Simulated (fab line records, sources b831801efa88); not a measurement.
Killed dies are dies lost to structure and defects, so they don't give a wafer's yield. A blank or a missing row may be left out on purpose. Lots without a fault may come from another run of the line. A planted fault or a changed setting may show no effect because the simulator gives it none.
Problem report in the 8D (eight disciplines) form, filled by code | flow sky130 | the parts of the form that need people (team, actions taken, sign-off) are left out

1. THE PROBLEM
run_length_s at SKY_FIELD_ISO_ETCH_17 reads a mean of 80.3 s on 2 wafers of 2 lots; wafers without a fault read 125.9 s with a standard deviation of 0.43. That is -99 or more standard deviations from the usual mean.
The step: etches Si in HBr/Cl2/O2, target depth 342 nm, time 97.7 s.
First seen on wafer L260.1, day 3 09:16, on rie_si-01. The record holds 35 wafers of 12 lots with a number at this step. Rule for "out", or "out of limits": more than 4 standard deviations from the usual mean. The other wafers with a number count as sound.

2. WHAT IT IS AND WHAT IT IS NOT
question                    | is               | is not
which readings at this step | run_length_s     | drypump_motor_current_A, mfc_cl2_sccm, oes_product_au, throttle_valve_pct
which lots                  | L260, L263       | L256, L257, L270, L272, L273, L274, L275, L276, L277, L278
which wafers of those lots  | L260.1, L263.6   | L260.2, L260.3, L263.4
read on which tools         | rie_si-01        | rie_si-02
when                        | from day 3 09:16 | up to then (8 sound wafers); but 25 sound wafers of L263, L270, L272, L273, L274, L275, L276, L277, L278 came after

3. SUSPECTS, AND WHAT RULES EACH OUT
Counting: a tool at a process step up to the reading stays a suspect if it ran every lot that is out. Sound lots after the first of them don't rule it out here, since some wafers of a struck lot are sound.
- rie_si-01 at SKY_FIELD_ISO_ETCH_17 (etches Si in HBr/Cl2/O2, target depth 342 nm, time 97.7 s): kept. It ran every lot that is out, first L260 (day 3 09:16); its last sound lot up to then is L257 (day 2 18:19). Its own readings are out on those wafers: run_length_s.
- Within rie_si-01 at SKY_FIELD_ISO_ETCH_17: the wafers that are out ran in chamber 2; their sound lot-mates ran in chambers 0, 1, 3.
Left after counting: rie_si-01 at SKY_FIELD_ISO_ETCH_17.

4. THE CAUSE (what the simulator had put in)
Process parameter drift: rie_si-01, from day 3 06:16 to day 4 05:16, at SKY_FIELD_ISO_ETCH_17. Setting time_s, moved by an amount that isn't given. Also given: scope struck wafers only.
Counting left only this tool.

5. THE CHAIN OF EFFECTS, in route order
Each row: a reading whose mean over the struck wafers that have a number lies more than 3 standard deviations from the usual. Only readings for which the record gives a usual standard deviation are gone through. hours: the time from each lot's start at the first step in this table that gives one to its start at this step, as a median over the lots. sigmas: the change in usual standard deviations.
hours | step                  | reading      | usual   | on struck wafers | change | sigmas
0     | SKY_FIELD_ISO_ETCH_17 | run_length_s | 125.9 s | 80.3             | -45.6  | -99 or more
The process steps in it:
- SKY_FIELD_ISO_ETCH_17: etches Si in HBr/Cl2/O2, target depth 342 nm, time 97.7 s.
Later measuring or inspecting steps at which every struck wafer that the step has a row for has a number for every such reading, and none has moved that far: SKY_SONOS_ONO_THK_MEAS_03.

6. WHAT WOULD HAVE CAUGHT IT SOONER
In this record the first reading out of limits was taken at day 3 09:16, 3 hours after the fault began at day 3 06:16.
